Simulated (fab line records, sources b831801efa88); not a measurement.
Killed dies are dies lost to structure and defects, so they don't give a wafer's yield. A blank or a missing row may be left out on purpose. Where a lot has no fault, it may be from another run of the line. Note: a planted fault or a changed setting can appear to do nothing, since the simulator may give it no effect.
8D (eight disciplines) problem report, filled in by code :: flow gf180mcu :: the parts of the form that need people (team, actions taken, sign-off) are left out

1. PROBLEM STATEMENT
tilt_deg at GF_VT_IMPLANT_IMPLANT_08 reads a mean of 6.005 degrees on 6 wafers of 2 lots; wafers without a fault read 7.002 degrees with a standard deviation of 0.021. That puts it -47 standard deviations away from the usual mean.
Seen first at day 9 09:37 on implanter-01, wafer L760.1. The record has a number at this step for 42 wafers belonging to 14 lots. Rule for "out", or "out of limits": more than 4 standard deviations from the usual mean. The rest of the wafers with a number are treated as sound.

2. WHAT IT IS, AND WHAT IT ISN'T
question: which readings at this step
is: tilt_deg
is not: faraday_current_uA

question: which lots
is: L760, L762
is not: L746, L747, L748, L749, L751, L753, L754, L755, L756, L766, L767, L769

question: which wafers of those lots
is: all that have a number
is not: -

question: read on which tools
is: implanter-01
is not: implanter-03, implanter-04

question: when
is: from day 9 09:37
is not: up to then (27 sound wafers); but 9 sound wafers of L766, L767, L769 came after

3. WHAT RULES OUT EACH SUSPECT
Counting: a tool at a process step up to the reading stays a suspect if it ran every lot that is out and no sound lot after the first of them.
- implanter-01 at GF_VT_IMPLANT_IMPLANT_08: kept. Every lot that is out went through it, starting with L760 (day 9 09:37), and after that it ran no sound lot; the last sound lot it ran before then is L753 (day 7 15:15). On those wafers its own readings are out: tilt_deg.
The count leaves implanter-01 at GF_VT_IMPLANT_IMPLANT_08.

4. THE CAUSE (what the simulator had put in)
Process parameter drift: implanter-01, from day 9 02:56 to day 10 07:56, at GF_VT_IMPLANT_IMPLANT_08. The setting tilt_deg was moved by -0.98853, starting from 7. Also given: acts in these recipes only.
This tool alone remained once counting was done.

5. THE EFFECT CHAIN, in route order
Each row: a reading whose mean over the struck wafers that have a number lies more than 3 standard deviations from the usual. Only readings whose record carries a usual standard deviation are examined. hours: median over the lots of the time between each lot's start at the first step of this table that gives one and its start at this step. sigmas: the change, counted in usual standard deviations.
hours: 0
step: GF_VT_IMPLANT_IMPLANT_08
reading: tilt_deg
usual: 7.002 degrees
on struck wafers: 6.005
change: -0.997
sigmas: -47
Here are the process steps it includes:
- GF_VT_IMPLANT_IMPLANT_08
At these later measuring or inspecting steps, every struck wafer for which the step has a row has a number for every such reading, and none has moved that far: GF_M2_OVL_MEAS_15, GF_V2_CD_MEAS_14.

6. WHAT WOULD HAVE CAUGHT IT SOONER
7 hours passed between the start of the fault at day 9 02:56 and the first reading out of limits in this record, taken at day 9 09:37.
